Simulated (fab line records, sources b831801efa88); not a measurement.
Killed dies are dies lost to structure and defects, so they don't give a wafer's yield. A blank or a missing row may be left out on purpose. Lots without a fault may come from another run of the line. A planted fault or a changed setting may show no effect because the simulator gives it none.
Chamber matching | flow gf180mcu | GF_V2_CVD_02 on pecvd-04: 3 sister chambers
The step deposits SiO2 from TEOS, target thk 850 nm, time 94.851 s. 3 wafers are shown with their chamber, then 7 later ones without.

WAFERS WITH THEIR CHAMBER
wafer  | chamber | heater_power_w (W)
L561.4 | 1       | 706
L563.1 | 2       | 772
L563.3 | 0       | 759

WAFERS WITHOUT THEIR CHAMBER
wafer  | heater_power_w (W)
L563.6 | 802
L565.1 | 819
L565.3 | 709
L565.6 | 767
L567.3 | 699
L567.4 | 654
L567.5 | 750

WHICH CHAMBER EACH WENT THROUGH
wafer  | from the rows above          | in truth
L563.6 | can't be placed: 2 or 0      | 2
L565.1 | can't be placed: 2 or 0      | 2
L565.3 | can't be placed: 1 or 0      | 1
L565.6 | can't be placed: 2 or 0 or 1 | 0
L567.3 | can't be placed: 1 or 0      | 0
L567.4 | can't be placed: 1 or 0      | 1
L567.5 | can't be placed: 0 or 2 or 1 | 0
Placed correctly: 0 of 7. Can't be placed from these rows: 7 (the true chamber is among the candidates in 7). Placed wrongly: 0.
How it was worked out, from the rows above alone: a wafer's distance from a chamber is the root of the sum, over the readings, of the square of ((its reading less the chamber's mean) divided by the reading's scatter). The wafer belongs to the nearest chamber; if the next one is less than 2 further off, it can't be placed. A chamber's mean is the mean of its shown wafers. The scatter: with one shown wafer a chamber, the root of the mean of the squares of how far each hidden wafer lies from its nearest shown one.
